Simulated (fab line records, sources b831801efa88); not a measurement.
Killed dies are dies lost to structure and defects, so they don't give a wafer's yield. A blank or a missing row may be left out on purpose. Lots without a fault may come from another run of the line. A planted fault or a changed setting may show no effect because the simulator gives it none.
Tool commonality check | flow sky130 | 13 lots, 37 wafers sampled

WHY IT WAS OPENED
At SKY_SONOS_TUNNEL_TW_MEAS_12 the reading SONOS_TUNNEL_TW is flagged on 2 of 13 lots. Wafers without a fault read 197.2, standard deviation 2.1.
Rule: a lot is flagged when every wafer of it that has a number lies more than 4 standard deviations from that mean, or none has a number. The other lots count as sound.

lot  | measured     | on            | SONOS_TUNNEL_TW, wafer by wafer | flag
L825 | day 13 08:59 | film_metro-01 | 193.3 195.3 195.1               |
L826 | day 13 16:38 | film_metro-03 | 197.6 198.1                     |
L827 | day 14 03:43 | film_metro-01 | 177.2 178.0 176.8               | FLAGGED
L829 | day 14 13:21 | film_metro-03 | 197.6 197.7 197.4               |
L828 | day 14 14:11 | film_metro-03 | 180.7 180.7 181.2               | FLAGGED
L835 | day 16 21:34 | film_metro-04 | 200.7 200.3 199.6               |
L836 | day 17 00:30 | film_metro-01 | 197.6 197.2 198.2               |
L837 | day 17 09:44 | film_metro-04 | 199.1 200.5 198.8               |
L838 | day 18 00:47 | film_metro-01 | 198.0 198.8 197.4               |
L840 | day 18 14:09 | film_metro-01 | 199.3 198.4 198.6               |
L841 | day 18 18:22 | film_metro-04 | 201.9 200.6 200.7               |
L842 | day 19 05:12 | film_metro-01 | 198.2 197.8 198.7               |
L843 | day 19 08:39 | film_metro-01 | 197.8 198.2                     |
The numbers of the flagged lots are 179.1 on average: -18.1 against the usual, or -9 standard deviations.

WHICH TOOL RAN EACH LOT
The record holds 3 process steps before the reading, out of a route of 708 steps. In each cell: the tool, then ch and the chambers that the sampled wafers went through, then the start.
lot  | flag    | SKY_DNWELL_STRIP_08                 | SKY_PWDE_STRIP_09                   | SKY_SONOS_TUNNEL_IMPLANT_09
L825 |         | plasma_asher-04 ch 0,1, day 4 09:54 | plasma_asher-03 ch 0,1, day 5 02:09 | implanter-02 ch 0, day 13 08:34
L826 |         | plasma_asher-02 ch 0,1, day 4 12:53 | plasma_asher-02 ch 0, day 5 06:58   | implanter-03 ch 0, day 13 16:14
L827 | FLAGGED | plasma_asher-03 ch 1, day 4 19:18   | plasma_asher-02 ch 0,1, day 5 12:58 | implanter-02 ch 0, day 14 03:15
L829 |         | plasma_asher-02 ch 0,1, day 5 02:38 | plasma_asher-02 ch 0,1, day 5 19:52 | implanter-01 ch 0, day 14 12:54
L828 | FLAGGED | plasma_asher-04 ch 0,1, day 5 03:04 | plasma_asher-01 ch 0,1, day 5 20:43 | implanter-02 ch 0, day 14 13:44
L835 |         | plasma_asher-03 ch 0,1, day 6 13:41 | plasma_asher-02 ch 0,1, day 7 09:51 | implanter-01 ch 0, day 16 21:10
L836 |         | plasma_asher-03 ch 0,1, day 6 17:44 | plasma_asher-01 ch 0,1, day 7 13:34 | implanter-02 ch 0, day 17 00:05
L837 |         | plasma_asher-04 ch 0,1, day 6 23:36 | plasma_asher-01 ch 0,1, day 7 19:32 | implanter-02 ch 0, day 17 09:21
L838 |         | plasma_asher-04 ch 1, day 7 10:26   | plasma_asher-03 ch 1, day 8 07:18   | implanter-03 ch 0, day 18 00:20
L840 |         | plasma_asher-03 ch 0,1, day 7 19:12 | plasma_asher-02 ch 0,1, day 8 16:43 | implanter-02 ch 0, day 18 13:44
L841 |         | plasma_asher-02 ch 0,1, day 7 23:07 | plasma_asher-02 ch 0,1, day 8 20:04 | implanter-02 ch 0, day 18 17:56
L842 |         | plasma_asher-03 ch 0,1, day 8 05:33 | plasma_asher-01 ch 0,1, day 9 03:45 | implanter-02 ch 0, day 19 04:46
L843 |         | plasma_asher-04 ch 1, day 8 06:57   | plasma_asher-01 ch 0, day 9 05:44   | implanter-02 ch 0, day 19 08:15
What these steps do:
- SKY_DNWELL_STRIP_08: strips in O2/N2.
- SKY_PWDE_STRIP_09: strips in O2/N2.
- SKY_SONOS_TUNNEL_IMPLANT_09
- SKY_SONOS_TUNNEL_TW_MEAS_12

FLAGGED OVER TOTAL, TOOL BY TOOL (the gauges that took the reading come last)
step                        | tool            | lots run | flagged | share of the flagged lots | sound lots run after its first flagged lot
SKY_DNWELL_STRIP_08         | plasma_asher-02 | 3        | 0       | none                      | -
SKY_DNWELL_STRIP_08         | plasma_asher-03 | 5        | 1       | some                      | 4 (L835,L836,L840,L842)
SKY_DNWELL_STRIP_08         | plasma_asher-04 | 5        | 1       | some                      | 3 (L837,L838,L843)
SKY_PWDE_STRIP_09           | plasma_asher-01 | 5        | 1       | some                      | 4 (L836,L837,L842,L843)
SKY_PWDE_STRIP_09           | plasma_asher-02 | 6        | 1       | some                      | 4 (L829,L835,L840,L841)
SKY_PWDE_STRIP_09           | plasma_asher-03 | 2        | 0       | none                      | -
SKY_SONOS_TUNNEL_IMPLANT_09 | implanter-01    | 2        | 0       | none                      | -
SKY_SONOS_TUNNEL_IMPLANT_09 | implanter-02    | 9        | 2       | all                       | 6 (L836,L837,L840,L841,L842,L843)
SKY_SONOS_TUNNEL_IMPLANT_09 | implanter-03    | 2        | 0       | none                      | -
SKY_SONOS_TUNNEL_TW_MEAS_12 | film_metro-01   | 7        | 1       | some                      | 5 (L836,L838,L840,L842,L843)
SKY_SONOS_TUNNEL_TW_MEAS_12 | film_metro-03   | 3        | 1       | some                      | 0
SKY_SONOS_TUNNEL_TW_MEAS_12 | film_metro-04   | 3        | 0       | none                      | -

WHAT THE TABLE ALLOWS
1 row of the table ran every flagged lot: implanter-02 at SKY_SONOS_TUNNEL_IMPLANT_09.
- implanter-02 at SKY_SONOS_TUNNEL_IMPLANT_09: 2 of its 9 lots flagged. Sound lots ran on it after the first flagged one (L836, L837, L840, L841, L842, L843), which a lasting fault on the whole tool wouldn't allow.
No row of the table ran every flagged lot and no sound lot after the first.

WHAT THE SIMULATOR HAD PUT IN
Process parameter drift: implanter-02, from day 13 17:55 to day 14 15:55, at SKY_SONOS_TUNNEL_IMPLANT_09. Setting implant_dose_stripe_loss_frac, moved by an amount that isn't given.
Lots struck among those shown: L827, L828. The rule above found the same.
